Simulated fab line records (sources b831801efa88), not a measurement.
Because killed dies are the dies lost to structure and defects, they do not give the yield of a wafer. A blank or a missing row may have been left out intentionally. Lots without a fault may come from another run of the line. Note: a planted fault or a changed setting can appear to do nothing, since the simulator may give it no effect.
What tool caused it? | flow gf180mcu | at 1 step of a route of 602, 12 lots with 36 wafers sampled

WHAT THE GAUGES SHOWED, per wafer
GF_VT_IMPLANT_TW_MEAS_10.
lot  | measured     | on           | VT_IMPLANT_TW
L075 | day 5 20:16  | filmMetro-01 | 556.8 560.8 559.9
L077 | day 6 10:31  | filmMetro-01 | 563.5 562.3 560.2
L079 | day 6 23:05  | filmMetro-01 | 563.7 560.7 562.7
L081 | day 7 10:14  | filmMetro-04 | 554.0 555.5 555.4
L083 | day 8 01:15  | filmMetro-04 | 559.5 557.1 556.9
L085 | day 8 12:44  | filmMetro-01 | 562.2 561.6 562.1
L087 | day 8 22:18  | filmMetro-02 | 560.3 567.1 565.8
L089 | day 9 12:22  | filmMetro-04 | 559.8 557.4 555.9
L091 | day 10 00:25 | filmMetro-04 | 559.9 558.6 560.6
L093 | day 10 12:59 | filmMetro-04 | 559.2 557.8 559.2
L095 | day 11 02:34 | filmMetro-04 | 559.8 560.1 563.1
L097 | day 11 13:29 | filmMetro-01 | 563.7 565.4 562.6

TOOL THAT RAN EACH LOT (tool first, then ch and the chambers of the sampled wafers, then the start)
The record shows no process step preceding these readings.

THE ANSWER, worked out from the rows above alone
Rule: the usual values come from the lots themselves. The widest of any qualifying gaps counts: lots, ordered by their means at a reading, are off when they make up no more than a third of the lots, leave a main group of 4 or more, and stand apart from it by 3 or more times the standard deviation of that group's means. The tables above print the reading to a certain number of digits; a main group whose means all agree to those digits is not used. Also off: a lot with no number at a reading for which 4 or more lots have one. Where the step has rows for the other lots, those lots are counted as sound.
None of the lots is off at any reading shown; this tells nothing.

WHAT THE SIMULATOR HAD INSERTED
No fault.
